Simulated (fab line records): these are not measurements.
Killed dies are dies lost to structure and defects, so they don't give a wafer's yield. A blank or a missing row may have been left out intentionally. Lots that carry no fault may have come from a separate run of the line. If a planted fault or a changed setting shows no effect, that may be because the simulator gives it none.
Struck lot and sound lot, side by side :: flow sky130 :: 15 out of 708 route steps
Sound: these wafers, L568.4, L568.5, L568.6. Struck: wafer L580.6. (L580.1, L580.2 of the same lot were not struck and are left out.) The cause comes at the end.
For every step that has rows: the tool of each side, followed by ch and its chambers, followed by its first start. Under that, the readings that differ: sound wafers :: struck wafers :: difference of the means :: sigmas: that difference in standard deviations of wafers without a fault.
alike: words and numbers the same on both sides, and readings whose means are apart by under 2 such deviations; not compared: readings that were withheld, readings missing a value for some wafer, numbers with overlapping values and no deviation given by the record, and bounds like >300 which may hide the same value.
The two part at a step that has a row with sigmas, a row that says differs or no value, or rows on one side only. Numbers that don't overlap but have no deviation are shown without sigmas and don't part them. A reading that every wafer of one side lacks parts them only if that side has two wafers or more.

SKY_VIA4_STRIP_13: strips in O2/N2.
  sound on plasma-asher-02 ch 0,1, day 43 08:54; struck on plasma-asher-03 ch 0, day 46 04:20
  alike: drypump-motor-current-A, oes-product-au, strip-time-to-endpoint-s
  not compared: rf-hours-counter-h
then, 4 steps without rows for these wafers: SKY_VIA4_STRIP_14 (strips in post etch residue remover, time 1200 s); SKY_VIA4_CLEAN_15 (cleans in IPA, time 180 s); SKY_VIA4_CLEAN_16 (cleans in O3/DIW); SKY_VIA4_SPUTTER_17 (material TiN, target thk 20 nm, time 80 s).
SKY_VIA4_CVD_18: deposits W, target thk 505 nm, time 152.14 s.
  sound on cvd-w-01 ch 0,1, day 43 09:35; struck on cvd-w-02 ch 1, day 46 04:59
  alike: heater-power-w
SKY_VIA4_RS_MEAS_19: measurement is done with a four-point probe.
  sound on film-metro-04 at day 43 09:44; struck on film-metro-04 at day 46 05:08
  alike: VIA4_W_RS
SKY_VIA4_THK_MEAS_20: measures by xrf.
  sound on film-metro-04 at day 43 09:50; struck on film-metro-04 at day 46 05:16
  alike: VIA4_W_THK
SKY_VIA4_CMP_21: polishes, stops on SiO2, t overpolish 25 s, target thk 0 nm.
  sound on cmp-02 ch 0,1,3, day 43 10:01; struck on cmp-02 ch 2, day 46 05:26
  alike: head-pressure-psi, motor-current-A, overpolish-run-s, time-to-endpoint-s
SKY_METAL5_SPUTTER_00: material Ti, target thk 15 nm, time 10 s.
  sound on pvd-sputter-01 at day 43 10:10; struck on pvd-sputter-03 at day 46 05:38
  alike: throttle-valve-pct
then, 2 steps without rows for these wafers: SKY_METAL5_SPUTTER_01 (material TiN, target thk 20 nm, time 16.7 s); SKY_METAL5_SPUTTER_02 (material AlCu, target thk 1150 nm, time 61.2 s).
SKY_METAL5_SPUTTER_03: material Ti, target thk 5 nm, time 3.3 s.
  sound on pvd-sputter-01 at day 43 10:16; struck on pvd-sputter-03 at day 46 05:44
reading: model.Ti_of_METAL5_SPUTTER_03.thk-nm (nm)
sound: 4.991 5.026 5.182
struck: 6.909
difference: +1.843
sigmas: 
  alike: throttle-valve-pct
SKY_METAL5_SPUTTER_04: material TiN, target thk 70 nm, time 58.3 s.
  sound on pvd-sputter-01 at day 43 10:16; struck on pvd-sputter-03 at day 46 05:45
  alike: throttle-valve-pct
-- the record jumps here: 3 days lie between the struck wafers' starts before and after (it left off in module METAL5 and takes up again in module PAD_OPEN, whose first step shown is number 708 of the route) --
SKY_PAD_OPEN_PROBE_99:
  sound on prober-02 at day 46 06:07; struck on prober-02 at day 48 20:56
reading: sort_bin_6_memory (%)
sound: 9.8 6.5 6.7
struck: 4.7
difference: -3.0
sigmas: -3
  alike: defect-limited-yield, killed_at_M0_to_M3, killed_at_M4_up, killed-at-contacts, killed-at-front-end, killed-at-other, killed-dies, killed-open, killed-short, sort_bin_3_pad_short, sort_bin_5_function, sort-n-pass, sort-yield-pct

== WHERE THEY PART ==
SKY_PAD_OPEN_PROBE_99 only, going by this record.

WHY: what had been put in by the simulator
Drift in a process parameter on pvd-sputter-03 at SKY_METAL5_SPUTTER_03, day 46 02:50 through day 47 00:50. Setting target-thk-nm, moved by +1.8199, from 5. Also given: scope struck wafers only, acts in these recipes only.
